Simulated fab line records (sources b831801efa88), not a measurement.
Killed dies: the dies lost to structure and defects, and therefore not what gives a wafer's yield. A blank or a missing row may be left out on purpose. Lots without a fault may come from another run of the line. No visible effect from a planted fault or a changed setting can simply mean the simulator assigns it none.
Which tool is to blame? :: flow gf180mcu :: 6 lots, 18 wafers sampled, at 2 steps of a route of 602

== WHAT EACH GAUGE READ, for each wafer ==
GF_V1_CD_MEAS_14 targets a cd of 260 nm.
lot: L513
measured: day 18 09:13
on: cdSem-02
cdNm (nm): 260.0 259.6 259.1

lot: L515
measured: day 19 04:43
on: cdSem-01
cdNm (nm): 260.0 260.2 260.2

lot: L518
measured: day 20 08:43
on: cdSem-01
cdNm (nm): 258.5 260.5 260.2

lot: L523
measured: day 22 09:23
on: cdSem-01
cdNm (nm): 260.7 261.9 260.5

lot: L531
measured: day 24 20:42
on: cdSem-02
cdNm (nm): 259.1 258.6 258.8

lot: L534
measured: day 26 03:35
on: cdSem-01
cdNm (nm): 259.7 259.6 259.8

== EACH LOT AND THE TOOL THAT RAN IT (in order: tool; ch and the chambers of the sampled wafers; start) ==
lot: L513
GF_V1_CVD_02: pecvd-01 ch 0,1,2, day 17 09:12

lot: L515
GF_V1_CVD_02: pecvd-04 ch 0,1,2, day 18 04:30

lot: L518
GF_V1_CVD_02: pecvd-02 ch 0,1, day 19 07:53

lot: L523
GF_V1_CVD_02: pecvd-01 ch 0,1, day 21 08:54

lot: L531
GF_V1_CVD_02: pecvd-04 ch 0,2, day 23 22:55

lot: L534
GF_V1_CVD_02: pecvd-01 ch 1,2, day 25 06:06
- GF_V1_CVD_02: deposits SiO2 from TEOS, target thk 850 nm, time 94.851 s.

== THE ANSWER, worked out from the rows above alone ==
Rule: the usual values come from the lots themselves. Put in order of their means at a reading, lots are off if they are a third of the lots or fewer, leave a main group of 4 or more, and stand apart from it by a gap of 3 or more times the standard deviation of the main group's means; of several such gaps the widest counts. The tables above print the reading to a certain number of digits; a main group whose means all agree to those digits is not used. A lot without any number at a reading at which 4 lots or more have one is off too. The other lots that the step has rows for count as sound.
No lot is off on any of the readings shown, so nothing can be concluded from this.

== WHAT THE SIMULATOR PUT IN ==
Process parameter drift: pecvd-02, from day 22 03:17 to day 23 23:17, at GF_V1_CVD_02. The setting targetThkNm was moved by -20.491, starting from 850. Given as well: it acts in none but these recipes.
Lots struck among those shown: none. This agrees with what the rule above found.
